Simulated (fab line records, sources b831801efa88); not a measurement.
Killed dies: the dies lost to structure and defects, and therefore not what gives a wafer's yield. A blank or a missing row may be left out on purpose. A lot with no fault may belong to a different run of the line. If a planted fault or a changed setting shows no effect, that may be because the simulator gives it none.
What tool caused it? + flow gf180mcu + at 1 step of a route of 602, 12 lots with 36 wafers sampled

WHAT EACH GAUGE READ, for each wafer
GF_DUAL_GATE_THK_MEAS_03.
| lot  | measured     | on            | DUAL_GATE_OXIDATION_00_THK (nm) |
|------|--------------|---------------|---------------------------------|
| L075 | day 8 02:08  | film_metro-01 | 11.06 10.82 11.01               |
| L077 | day 8 10:35  | film_metro-01 | 10.67 10.61 10.71               |
| L079 | day 9 02:08  | film_metro-01 | 11.29 11.16 11.16               |
| L081 | day 9 17:18  | film_metro-04 | 10.52 10.62 10.80               |
| L083 | day 10 10:28 | film_metro-01 | 10.83 11.19 10.94               |
| L085 | day 10 23:33 | film_metro-03 | 11.12 11.02 10.98               |
| L087 | day 11 11:38 | film_metro-04 | 10.80 10.96 10.86               |
| L089 | day 12 03:03 | film_metro-03 | 11.05 11.13 11.17               |
| L091 | day 12 15:46 | film_metro-01 | 10.85 10.98 11.03               |
| L093 | day 13 02:17 | film_metro-04 | 11.23 11.15 11.10               |
| L095 | day 13 15:35 | film_metro-01 | 10.99 11.08 11.20               |
| L097 | day 14 04:46 | film_metro-01 | 11.15 11.15 11.00               |

WHAT TOOL EACH LOT RAN ON (gives the tool, then ch and the chambers of the sampled wafers, and finally the start)
The record holds no process step before these readings.

THE ANSWER, worked out from the rows above alone
Rule: the lots themselves supply what counts as usual. Put in order of their means at a reading, lots are off if they are a third of the lots or fewer, leave a main group of 4 or more, and stand apart from it by a gap of 3 or more times the standard deviation of the main group's means; of several such gaps the widest counts. A main group is skipped when, at the precision printed for the reading in the tables above, its means are all equal. A lot without any number at a reading at which 4 lots or more have one is off too. Any other lot the step has rows for is counted as sound.
No lot is off at any reading shown: from this, nothing can be told.

WHAT WAS PUT IN BY THE SIMULATOR
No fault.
